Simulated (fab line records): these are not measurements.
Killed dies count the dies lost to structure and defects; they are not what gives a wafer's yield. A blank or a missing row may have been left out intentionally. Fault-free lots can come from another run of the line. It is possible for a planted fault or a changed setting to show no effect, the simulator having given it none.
What tool caused it? -- flow gf180mcu -- 14 lots, 42 wafers sampled, at 5 steps of a route of 602

WHAT THE GAUGES SHOWED, per wafer
GF_DUAL_GATE_THK_MEAS_03. Usual: DUAL_GATE_OXIDATION_00_THK 10.84 nm, standard deviation 0.25.
lot,measured,on,DUAL_GATE_OXIDATION_00_THK (nm),flag
L915,day 7 22:40,film metro-04,10.91 10.87 10.74,
L916,day 8 01:16,film metro-02,10.62 10.71 10.70,
L917,day 8 09:58,film metro-03,10.84 10.99 11.02,
L918,day 8 18:26,film metro-04,10.99 10.70 10.78,
L920,day 9 06:06,film metro-03,11.29 11.25 11.18,
L922,day 9 18:38,film metro-04,11.09 11.08 11.20,
L923,day 10 03:16,film metro-03,12.19 12.29 12.27,OFF
L925,day 10 18:13,film metro-02,12.24 12.25 12.16,OFF
L931,day 12 16:28,film metro-02,11.00 10.92 10.69,
L932,day 12 23:18,film metro-04,11.29 11.16 11.15,
L934,day 13 10:18,film metro-04,11.07 11.25 11.29,
L935,day 13 15:31,film metro-04,10.98 11.12 11.15,
L936,day 13 21:19,film metro-04,10.62 10.69 10.61,
L937,day 14 06:54,film metro-04,11.16 11.03 11.11,

GF_M2_OVL_MEAS_15. Usual: M2_OVL -3 nm, standard deviation 5.2.
lot,measured,on,M2_OVL (nm),flag
L915,day 19 10:02,overlay-01,6 -3 4,
L916,day 19 13:07,overlay-01,-12 -2 -14,
L917,day 19 23:26,overlay-01,-3 -2 -3,
L918,day 20 13:12,overlay-01,-3 -3 -5,
L920,day 21 05:12,overlay-01,-7 -2 -6,
L922,day 22 00:05,overlay-02,-2 -6 -11,
L923,day 22 13:20,overlay-02,-9 -9 -8,
L925,day 23 11:05,overlay-01,1 6 0,
L931,day 25 22:52,overlay-02,-5 -5 -10,
L932,day 26 03:20,overlay-02,4 9 0,
L934,day 26 10:31,overlay-02,-5 -4 -11,
L935,day 26 13:56,overlay-02,-8 -9 -10,
L936,day 26 22:00,overlay-02,-5 0 0,
L937,day 27 07:01,overlay-01,-1 -3 -6,

GF_V2_OVL_MEAS_15. Usual: V2_OVL 0 nm, standard deviation 4.8.
lot,measured,on,V2_OVL (nm),flag
L915,day 20 12:11,overlay-02,9 -1 4,
L916,day 20 15:26,overlay-01,6 1 7,
L917,day 21 02:14,overlay-02,-5 -6 -3,
L918,day 21 14:48,overlay-02,-7 -5 -1,
L920,day 22 06:33,overlay-02,2 1 6,
L922,day 23 00:40,overlay-02,1 5 -1,
L923,day 23 13:19,overlay-01,-1 2 -2,
L925,day 24 10:34,overlay-01,-5 -6 -2,
L931,day 26 20:43,overlay-02,-1 -2 -3,
L932,day 27 01:40,overlay-01,-6 1 0,
L934,day 27 08:29,overlay-02,1 1 3,
L935,day 27 11:32,overlay-02,-1 -1 -2,
L936,day 27 19:18,overlay-02,3 4 7,
L937,day 28 03:40,overlay-02,-1 3 11,

WHICH TOOL RAN EACH LOT (tool, then ch and the chambers of the sampled wafers, then the start)
lot,GF_DUAL_GATE_OXIDATION_02,GF_V1_SPUTTER_22
L915,"furnace-01 ch 0, day 7 21:13","pvd sputter-01, day 18 09:01"
L916,"furnace-01 ch 0, day 7 23:49","pvd sputter-03, day 18 12:31"
L917,"furnace-02 ch 0, day 8 08:31","pvd sputter-02, day 18 22:35"
L918,"furnace-01 ch 0, day 8 16:59","pvd sputter-02, day 19 11:09"
L920,"furnace-02 ch 0, day 9 04:38","pvd sputter-02, day 20 04:04"
L922,"furnace-02 ch 0, day 9 17:11","pvd sputter-02, day 20 23:40"
L923,"furnace-02 ch 0, day 10 01:49","pvd sputter-01, day 21 13:19"
L925,"furnace-02 ch 0, day 10 16:46","pvd sputter-02, day 22 10:37"
L931,"furnace-01 ch 0, day 12 15:01","pvd sputter-03, day 25 00:09"
L932,"furnace-01 ch 0, day 12 21:47","pvd sputter-03, day 25 05:10"
L934,"furnace-01 ch 0, day 13 08:51","pvd sputter-02, day 25 12:03"
L935,"furnace-01 ch 0, day 13 14:04","pvd sputter-02, day 25 16:20"
L936,"furnace-01 ch 0, day 13 19:51","pvd sputter-03, day 26 00:06"
L937,"furnace-01 ch 0, day 14 05:28","pvd sputter-02, day 26 09:46"
- GF_DUAL_GATE_OXIDATION_02: stabilise 600 s, purge 300 s, target thk 10.887 nm.
- GF_V1_SPUTTER_22: material TiN, target thk 10 nm, time 40 s.

WHAT THE TOOLS THEMSELVES READ (means of the sampled wafers that have a number; where no wafer has one, the mark that the record gives instead)
GF_DUAL_GATE_OXIDATION_02. Usual: ox temp c max reads 905.0 (standard deviation 0.88).
lot,tool,ox temp c max,flag
L915,furnace-01,906.3,
L916,furnace-01,905.7,
L917,furnace-02,903.8,
L918,furnace-01,906.2,
L920,furnace-02,904.5,
L922,furnace-02,905.8,
L923,furnace-02,904.1,
L925,furnace-02,904.2,
L931,furnace-01,905.0,
L932,furnace-01,906.0,
L934,furnace-01,904.9,
L935,furnace-01,904.9,
L936,furnace-01,905.4,
L937,furnace-01,904.2,

GF_V1_SPUTTER_22. Usual: throttle valve pct reads 29.6 % (standard deviation 0.9).
lot,tool,throttle valve pct (%),flag
L915,pvd sputter-01,30.2,
L916,pvd sputter-03,30.2,
L917,pvd sputter-02,29.1,
L918,pvd sputter-02,28.8,
L920,pvd sputter-02,29.3,
L922,pvd sputter-02,29.1,
L923,pvd sputter-01,29.3,
L925,pvd sputter-02,29.3,
L931,pvd sputter-03,30.3,
L932,pvd sputter-03,30.1,
L934,pvd sputter-02,29.6,
L935,pvd sputter-02,29.0,
L936,pvd sputter-03,30.1,
L937,pvd sputter-02,29.7,

THE ANSWER, worked out from the rows above alone
Rule: take the mean of a lot's wafers that have a number; if it is more than 3 standard deviations from the usual mean, the lot is off. Also off: a lot with no number at a reading for which 4 or more lots have one. All remaining lots with rows at the step are treated as sound. Order of review: gauges by route order, followed by the tools' own readings, for which a lot's mean as printed above is used. At the first step where some lot is off, the reading lying furthest off is the one used; lots without a number count as furthest.
Off: at GF_DUAL_GATE_THK_MEAS_03 (DUAL_GATE_OXIDATION_00_THK), L923, L925.
If a tool, at a process step before that reading, ran all the lots that are off and no sound lot after the first of them, it fits. Gauges at GF_DUAL_GATE_THK_MEAS_03: tried the same way as those tools. One fits: furnace-02 at GF_DUAL_GATE_OXIDATION_02. A fault onset in the window from L922 (day 9 17:11, its last sound lot) to L923 (day 10 01:49, its first lot off) fits.

WHAT THE SIMULATOR HAD INSERTED
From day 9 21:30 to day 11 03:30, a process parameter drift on furnace-02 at GF_DUAL_GATE_OXIDATION_02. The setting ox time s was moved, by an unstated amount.
Lots struck among those shown: L923, L925. This agrees with what the rule above found.
